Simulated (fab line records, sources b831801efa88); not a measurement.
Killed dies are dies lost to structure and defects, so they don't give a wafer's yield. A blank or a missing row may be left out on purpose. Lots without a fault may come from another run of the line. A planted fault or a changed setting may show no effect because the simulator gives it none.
A struck lot beside a sound one | flow sky130 | 16 steps out of a route of 708
Sound: wafers L604.1, L604.3, L604.5. Struck: wafers L607.1, L607.5, L607.6. The cause comes at the end.
At each step with rows: each side's tool, then ch and its chambers, then its first start. Under that, the readings that differ: sound wafers | struck wafers | difference of the means | sigmas: that difference in standard deviations of wafers without a fault.
alike: readings whose means differ by less than 2 such deviations, and words and numbers that are the same on both sides. not compared: withheld readings, readings that some wafer has no value for, bounds like >300 that may hide the same value, and numbers for which the record gives no deviation and whose values overlap.
The two part at a step that has a row with sigmas, a row that says differs or no value, or rows on one side only. Numbers that don't overlap but have no deviation are shown without sigmas and don't part them. A reading that every wafer of one side lacks parts them only if that side has two wafers or more.

first, 2 steps without rows for these wafers: SKY_METAL4_PEB_11; SKY_METAL4_DEVELOP_12 (develop time 60 s).
SKY_METAL4_CD_MEAS_13: target cd 300 nm.
  sound on cd_sem-02, day 44 22:16; struck on cd_sem-01, day 45 18:14
  alike: cd_nm
SKY_METAL4_OVL_MEAS_14:
  sound on overlay-02, day 44 22:23; struck on overlay-02, day 45 18:22
  alike: METAL4_OVL
SKY_METAL4_DESCUM_15: chemistry O2, time 8 s.
  sound on rie_metal-02 ch 0,1, day 44 22:25; struck on rie_metal-02 ch 0,1, day 45 18:24
  alike: drypump_motor_current_A, oes_product_au
  not compared: rf_hours_counter_h
SKY_METAL4_ETCH_16: etches BARC in N2/H2, stops on SiO2, time 88.2 s, target depth 60 nm.
  sound on rie_metal-02 ch 0,1, day 44 22:27; struck on rie_metal-02 ch 0,1, day 45 18:26
  alike: drypump_motor_current_A, oes_product_au, throttle_valve_pct
  not compared: rf_hours_counter_h
then, 1 step without rows for these wafers: SKY_METAL4_ETCH_17 (etches SiO2 in C4F8/O2/Ar, stops on TiN, time 3.9 s, target depth 15 nm).
SKY_METAL4_METAL_ETCH_18: etches the open film in Cl2/BCl3, stops on SiO2, target depth 845 nm, time 183.1 s.
  sound on rie_metal-03 ch 0,1, day 44 22:34; struck on rie_metal-01 ch 0,1, day 45 18:33
  alike: drypump_motor_current_A, oes_product_au, throttle_valve_pct
  not compared: rf_hours_counter_h
SKY_METAL4_STRIP_19: strips in O2/N2.
  sound on plasma_asher-03 ch 0,1, day 44 22:45; struck on plasma_asher-04 ch 0,1, day 45 18:43
  alike: drypump_motor_current_A, oes_product_au, strip_time_to_endpoint_s
  not compared: rf_hours_counter_h
then, 3 steps without rows for these wafers: SKY_METAL4_STRIP_20 (strips in post etch residue remover, time 1200 s); SKY_METAL4_CLEAN_21 (cleans in IPA, time 180 s); SKY_METAL4_CLEAN_22 (cleans in O3/DIW).
SKY_VIA4_HDPCVD_00: deposits SiO2, target thk 1750 nm, time 291.7 s.
  sound on hdpcvd-01 ch 0,1, day 44 23:22; struck on hdpcvd-01 ch 0,1, day 45 19:19
  reading                                  | sound             | struck            | difference | sigmas
  sih4_flow_sccm (sccm)                    | 60.18 60.03 59.90 | 90.26 90.16 89.99 | +30.10     | +99 or more
  model.SiO2_of_VIA4_HDPCVD_00.thk_nm (nm) | 1752 1753 1761    | 2598 2629 2618    | +860       |
SKY_VIA4_THK_MEAS_01:
  sound on film_metro-02, day 44 23:33; struck on film_metro-03, day 45 19:29
  reading              | sound          | struck         | difference | sigmas
  VIA4_HDPCVD_THK (nm) | 1750 1754 1761 | 2599 2629 2618 | +860       | +51
SKY_VIA4_CMP_02: polishes SiO2.
  sound on cmp-01 ch 0,2, day 44 23:37; struck on cmp-01 ch 2,3, day 45 19:49
  alike: edge_zone_pressure_frac, motor_current_A
then, 1 step without rows for these wafers: SKY_PAD_OPEN_PROBE_99.

WHERE THEY PART
First at SKY_VIA4_HDPCVD_00; last, within this record, at SKY_VIA4_THK_MEAS_01. Later steps at which nothing parts them and some readings are alike: SKY_VIA4_CMP_02.

WHY: what the simulator had put in
Process parameter drift: hdpcvd-01, from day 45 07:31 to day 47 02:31, at SKY_VIA4_HDPCVD_00. Setting sih4_flow_sccm, moved by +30, from 60. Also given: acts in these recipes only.
